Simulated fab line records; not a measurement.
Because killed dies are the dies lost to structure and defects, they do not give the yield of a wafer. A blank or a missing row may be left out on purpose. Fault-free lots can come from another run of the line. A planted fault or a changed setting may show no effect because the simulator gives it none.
A lot that was struck, set against a sound lot + flow gf180mcu + 15 out of 602 route steps
Sound: these wafers, L386.3, L386.5, L386.6. The struck wafers were L397.1, L397.2, L397.5. The cause is given at the end.
Order at every step that has rows: each side's tool, ch and its chambers, its first start. Under that, the readings that differ: sound wafers + struck wafers + difference of the means + sigmas: that difference in standard deviations of wafers without a fault.
alike: same words and numbers on both sides, and readings whose means sit less than 2 such deviations apart. not compared: any withheld reading, any reading some wafer has no value for, any bound like >300 that may hide the same value, and any number with overlapping values for which the record gives no deviation.
A row with sigmas, a row that says differs or no value, or rows on one side alone: a step with any of these is where the two part. Numbers that don't overlap but have no deviation are shown without sigmas and don't part them. Lack of a reading on every wafer of one side parts them only where that side has two or more wafers.

GF_V3_BOW_MEAS_05:
  sound: filmMetro-02 at day 22 16:24; struck: filmMetro-01 at day 26 11:32
  alike: V3_BOW
then, 8 steps without rows for these wafers: GF_V3_DEHYDRATE_06 (time 60 s); GF_V3_HMDS_07 (prime time 60 s); GF_V3_COAT_08; GF_V3_COAT_09 (resist thk 1000 nm); GF_V3_SOFTBAKE_10 (time 60 s); GF_V3_EXPOSE_11 (exposes mask Via3, target cd 260 nm); GF_V3_PEB_12 (peb time 90 s); GF_V3_DEVELOP_13 (develop time 60 s).
GF_V3_CD_MEAS_14 targets a cd of 260 nm.
  sound: cdSem-01 at day 23 15:39; struck: cdSem-01 at day 27 07:57
  alike: cdNm
GF_V3_OVL_MEAS_15:
  sound: overlay-02 at day 23 15:44; struck: overlay-02 at day 27 08:04
  alike: V3_OVL
GF_V3_ETCH_16: etches BARC in N2/H2.
  sound on rieDiel-02 ch 0,1,3, day 23 15:46; struck on rieDiel-04 ch 0,1, day 27 08:06
  alike: biasW, chamberPressureMTorr, drypumpMotorCurrentA, oesProductAu, throttleValvePct
GF_V3_ETCH_17: etches SiO2 in C4F8/O2/Ar, stops on TiN, target depth 635 nm.
  sound on rieDiel-02 ch 0,1,3, day 23 15:00; struck on rieDiel-04 ch 0,1, day 27 08:00
  no value came back on the struck wafers for biasW (W), chamberPressureMTorr (mTorr), oesProductAu (a.u.); on the sound wafers biasW (W) reads 1203 1197 1206
GF_V3_STRIP_18: strips in O2/N2.
  sound on plasmaAsher-01 ch 0,1, day 23 15:56; struck on plasmaAsher-03 ch 0,1, day 27 08:14
| reading             | sound             | struck            | difference | sigmas |
|---------------------|-------------------|-------------------|------------|--------|
| oesProductAu (a.u.) | 0.592 0.591 0.590 | 0.670 0.667 0.672 | +0.079     | +15    |
  alike: drypumpMotorCurrentA, heaterPowerW
  not compared: rfHoursCounterH
then, 1 step without rows for these wafers: GF_V3_STRIP_19 (strips in post etch residue remover, time 1200 s).

WHERE THEY PART
At GF_V3_ETCH_17 first; at GF_V3_STRIP_18 last (within this record only).

WHY: what the simulator had put in
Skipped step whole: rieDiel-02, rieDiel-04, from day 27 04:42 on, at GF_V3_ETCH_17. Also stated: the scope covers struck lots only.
